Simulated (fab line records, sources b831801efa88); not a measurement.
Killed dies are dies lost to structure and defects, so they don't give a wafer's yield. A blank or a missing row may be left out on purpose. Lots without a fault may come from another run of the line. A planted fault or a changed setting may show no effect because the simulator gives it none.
Which tool did it? | flow gf180mcu | 11 lots, 33 wafers sampled, at 6 steps of a route of 602

WHAT THE GAUGES READ, wafer by wafer
GF_V2_THK_MEAS_03.
lot  | measured     | on            | V2_CVD_02_THK (nm)
L640 | day 19 23:45 | film_metro-02 | 852 869 868
L641 | day 20 11:01 | film_metro-03 | 857 864 858
L645 | day 22 04:29 | film_metro-03 | 836 840 860
L646 | day 22 07:19 | film_metro-03 | 850 862 844
L648 | day 22 21:23 | film_metro-02 | 860 852 858
L649 | day 23 10:28 | film_metro-03 | 850 867 861
L653 | day 24 20:56 | film_metro-02 | 843 842 832
L654 | day 25 01:20 | film_metro-02 | 845 851 852
L655 | day 25 09:23 | film_metro-04 | 836 861 860
L660 | day 26 23:25 | film_metro-03 | 842 855 858
L661 | day 27 08:40 | film_metro-02 | 829 842 842

GF_M4_RS_MEAS_05: measures by four-point-probe.
lot  | measured     | on            | M4_ALCU_RS (ohm/sq)
L640 | day 23 03:58 | film_metro-02 | 0.0698 0.0689 0.0686
L641 | day 23 15:28 | film_metro-01 | 0.0686 0.0698 0.0698
L645 | day 25 05:59 | film_metro-01 | 0.0702 0.0703 0.0709
L646 | day 25 09:07 | film_metro-01 | 0.0690 0.0690 0.0688
L648 | day 25 22:13 | film_metro-01 | 0.0703 0.0710 0.0703
L649 | day 26 09:43 | film_metro-02 | 0.0689 0.0700 0.0693
L653 | day 27 16:37 | film_metro-02 | 7.1848 7.2155 7.2357
L654 | day 27 21:34 | film_metro-02 | 7.2676 7.2696 7.2664
L655 | day 28 05:22 | film_metro-01 | 0.0704 0.0707 0.0688
L660 | day 29 16:30 | film_metro-04 | 0.0706 0.0698 0.0701
L661 | day 29 23:40 | film_metro-04 | 0.0700 0.0711 0.0699

GF_M4_THK_MEAS_06: measures by xrf.
lot  | measured     | on            | M4_ALCU_THK (nm)
L640 | day 23 04:05 | film_metro-02 | 440 444 445
L641 | day 23 15:34 | film_metro-01 | 450 442 443
L645 | day 25 06:06 | film_metro-01 | 438 438 436
L646 | day 25 09:13 | film_metro-01 | 445 446 448
L648 | day 25 22:19 | film_metro-01 | 440 434 440
L649 | day 26 09:49 | film_metro-02 | 441 432 439
L653 | day 27 16:44 | film_metro-02 | <0 <0 <0
L654 | day 27 21:40 | film_metro-02 | <0 <0 <0
L655 | day 28 05:28 | film_metro-01 | 438 439 449
L660 | day 29 16:37 | film_metro-04 | 435 438 438
L661 | day 29 23:47 | film_metro-04 | 436 429 438

GF_V4_THK_MEAS_01.
lot  | measured     | on            | V4_CVD_00_THK (nm)
L640 | day 24 04:16 | film_metro-03 | 595 601 600
L641 | day 24 14:51 | film_metro-03 | 602 607 600
L645 | day 26 04:07 | film_metro-02 | 599 595 595
L646 | day 26 07:59 | film_metro-04 | 598 604 600
L648 | day 26 20:13 | film_metro-02 | 609 604 608
L649 | day 27 07:16 | film_metro-02 | 597 601 600
L655 | day 29 01:30 | film_metro-02 | 594 608 603
L660 | day 30 11:42 | film_metro-04 | 610 602 607
L661 | day 30 18:34 | film_metro-04 | 603 606 596

WHICH TOOL RAN EACH LOT (tool, then ch and the chambers of the sampled wafers, then the start)
lot  | GF_V2_SPUTTER_21             | GF_M4_SPUTTER_02
L640 | pvd_sputter-02, day 21 00:59 | pvd_sputter-04, day 23 03:52
L641 | pvd_sputter-02, day 21 12:11 | pvd_sputter-02, day 23 15:19
L645 | pvd_sputter-01, day 23 05:04 | pvd_sputter-02, day 25 05:53
L646 | pvd_sputter-04, day 23 08:11 | pvd_sputter-04, day 25 08:59
L648 | pvd_sputter-01, day 23 21:46 | pvd_sputter-04, day 25 22:05
L649 | pvd_sputter-02, day 24 10:29 | pvd_sputter-03, day 26 09:34
L653 | pvd_sputter-01, day 25 19:40 | pvd_sputter-02, day 27 16:31
L654 | pvd_sputter-04, day 26 00:13 | pvd_sputter-04, day 27 21:26
L655 | pvd_sputter-02, day 26 08:11 | pvd_sputter-02, day 28 05:14
L660 | pvd_sputter-01, day 27 21:05 | pvd_sputter-02, day 29 16:25
L661 | pvd_sputter-04, day 28 05:49 | pvd_sputter-03, day 29 23:35
- GF_V2_SPUTTER_21: material Ti, target thk 15 nm, time 80.02 s.
- GF_M4_SPUTTER_02: material AlCu, target thk 450 nm, time 23.9 s.

WHAT THE TOOLS THEMSELVES READ (means of the sampled wafers that have a number; where no wafer has one, the mark that the record gives instead)
GF_V2_SPUTTER_21.
lot  | tool           | cathode_dc_power_W (W) | chamber_pressure_pa (Pa) | throttle_valve_pct (%)
L640 | pvd_sputter-02 | 2499.7                 | 5.003                    | 30.5
L641 | pvd_sputter-02 | 2499.5                 | 4.999                    | 30.4
L645 | pvd_sputter-01 | 2500.4                 | 4.991                    | 29.5
L646 | pvd_sputter-04 | 2499.8                 | 5.002                    | 30.6
L648 | pvd_sputter-01 | 2500.3                 | 4.995                    | 30.1
L649 | pvd_sputter-02 | 2499.5                 | 5.006                    | 31.2
L653 | pvd_sputter-01 | 2500.0                 | 5.001                    | 29.5
L654 | pvd_sputter-04 | 2500.1                 | 5.010                    | 30.7
L655 | pvd_sputter-02 | 2499.8                 | 5.002                    | 30.5
L660 | pvd_sputter-01 | 2500.1                 | 4.996                    | 31.0
L661 | pvd_sputter-04 | 2500.4                 | 4.990                    | 30.0

GF_M4_SPUTTER_02.
lot  | tool           | cathode_dc_power_W (W) | chamber_pressure_pa (Pa) | throttle_valve_pct (%)
L640 | pvd_sputter-04 | 10599                  | 0.4000                   | 30.4
L641 | pvd_sputter-02 | 10600                  | 0.4009                   | 30.5
L645 | pvd_sputter-02 | 10599                  | 0.4003                   | 30.6
L646 | pvd_sputter-04 | 10600                  | 0.4002                   | 30.6
L648 | pvd_sputter-04 | 10599                  | 0.4005                   | 30.2
L649 | pvd_sputter-03 | 10600                  | 0.4000                   | 30.4
L653 | pvd_sputter-02 | -                      | -                        | -
L654 | pvd_sputter-04 | -                      | -                        | -
L655 | pvd_sputter-02 | 10599                  | 0.4004                   | 31.0
L660 | pvd_sputter-02 | 10601                  | 0.4000                   | 30.7
L661 | pvd_sputter-03 | 10599                  | 0.4001                   | 30.5

THE ANSWER, worked out from the rows above alone
Rule: what is usual is taken from the lots themselves. Put in order of their means at a reading, lots are off if they are a third of the lots or fewer, leave a main group of 4 or more, and stand apart from it by a gap of 3 or more times the standard deviation of the main group's means; of several such gaps the widest counts. A main group whose means are all the same, to the digits that the tables above print for the reading, isn't used. A lot without any number at a reading at which 4 lots or more have one is off too. The other lots that the step has rows for count as sound. The gauges are gone through in route order, then the tools' own readings, and for those a lot's mean is taken as printed above. The first step at which some lot is off is used, and at that step the reading that is off furthest; a lot without a number counts as furthest.
Off: L653, L654, at GF_M4_RS_MEAS_05 (M4_ALCU_RS). The main group: mean 0.0698 ohm/sq, standard deviation 0.00058.
A tool fits if, at a process step before that reading, it ran every lot that is off, and no sound lot after the first of them. The gauges at GF_M4_RS_MEAS_05 aren't tried: what is off there is off at GF_M4_SPUTTER_02 too, on other tools, and a gauge's error can't cause that. None of those tried fits.

WHAT THE SIMULATOR HAD PUT IN
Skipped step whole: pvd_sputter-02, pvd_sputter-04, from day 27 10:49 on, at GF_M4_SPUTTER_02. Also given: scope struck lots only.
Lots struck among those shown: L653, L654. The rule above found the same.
